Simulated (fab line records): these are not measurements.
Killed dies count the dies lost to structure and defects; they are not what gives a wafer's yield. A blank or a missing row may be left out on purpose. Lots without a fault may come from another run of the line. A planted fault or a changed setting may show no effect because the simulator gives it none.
Chamber matching | flow gf180mcu | 4 sister chambers for GF_M5_ETCH_09 on rie-diel-03
The step etches Si3N4 in CF4/O2, target depth 52 nm, time 11.6 s. 14 wafers are shown with their chamber, then 7 later ones without.

== WAFERS WITH THEIR CHAMBER ==
wafer  | chamber | drypump-motor-current-A (A) | oes-product-au (a.u.) | throttle-valve-pct (%)
L784.1 | 0       | 5.5                         | 1.000                 | 5.964
L784.2 | 2       | 5.8                         | 1.006                 | 5.972
L784.6 | 2       | 5.8                         | 1.002                 | 5.975
L787.3 | 0       | 5.5                         | 0.991                 | 5.968
L787.4 | 1       | 5.1                         | 1.009                 | 5.978
L787.6 | 2       | 5.8                         | 0.997                 | 5.971
L789.1 | 0       | 5.5                         | 0.991                 | 5.983
L789.3 | 2       | 5.8                         | 0.995                 | 5.962
L789.4 | 3       | 5.7                         | 1.005                 | 5.965
L790.3 | 3       | 5.8                         | 1.017                 | 5.959
L790.4 | 3       | 5.8                         | 1.020                 | 5.976
L790.5 | 1       | 5.0                         | 1.024                 | 5.971
L793.1 | 1       | 5.0                         | 1.005                 | 5.961
L793.4 | 3       | 5.8                         | 1.018                 | 5.983

SIGNATURES, as means of the wafers listed above
reading                 | chamber 0 | chamber 1 | chamber 2 | chamber 3 | scatter within a chamber
drypump-motor-current-A | 5.500     | 5.033     | 5.800     | 5.775     | 0.0376
oes-product-au          | 0.99400   | 1.01267   | 1.00000   | 1.01500   | 0.00683
throttle-valve-pct      | 5.97167   | 5.97000   | 5.97000   | 5.97075   | 0.00888
Rule: for a wafer and a chamber, the distance is found by dividing, reading by reading, the gap between the wafer's reading and the chamber's mean by the reading's scatter, squaring, summing and taking the root. The wafer belongs to the nearest chamber; if the next one is less than 2 further off, it can't be placed. The scatter is the square root of a quotient: the sum, over the shown wafers, of each reading's squared deviation from its chamber's mean, divided by wafers minus chambers.

== WAFERS WITH NO CHAMBER GIVEN ==
wafer  | drypump-motor-current-A (A) | oes-product-au (a.u.) | throttle-valve-pct (%)
L793.6 | 5.8                         | 1.019                 | 5.961
L795.2 | 5.8                         | 0.994                 | 5.971
L795.4 | 5.8                         | 1.009                 | 5.972
L795.6 | 5.5                         | 0.995                 | 5.960
L801.4 | 5.0                         | 1.007                 | 5.962
L801.5 | 5.8                         | 1.011                 | 5.982
L801.6 | 5.6                         | 1.000                 | 5.975

== THE CHAMBER EACH PASSED THROUGH ==
wafer  | from the rows above     | in truth
L793.6 | can't be placed: 3 or 2 | 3
L795.2 | 2                       | 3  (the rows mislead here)
L795.4 | can't be placed: 3 or 2 | 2
L795.6 | 0                       | 0
L801.4 | 1                       | 1
L801.5 | can't be placed: 3 or 2 | 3
L801.6 | 0                       | 0
Placed correctly: 3 of 7. Not placeable from these rows: 3 (in 3, the candidates include the true chamber). Placed wrongly: 1.
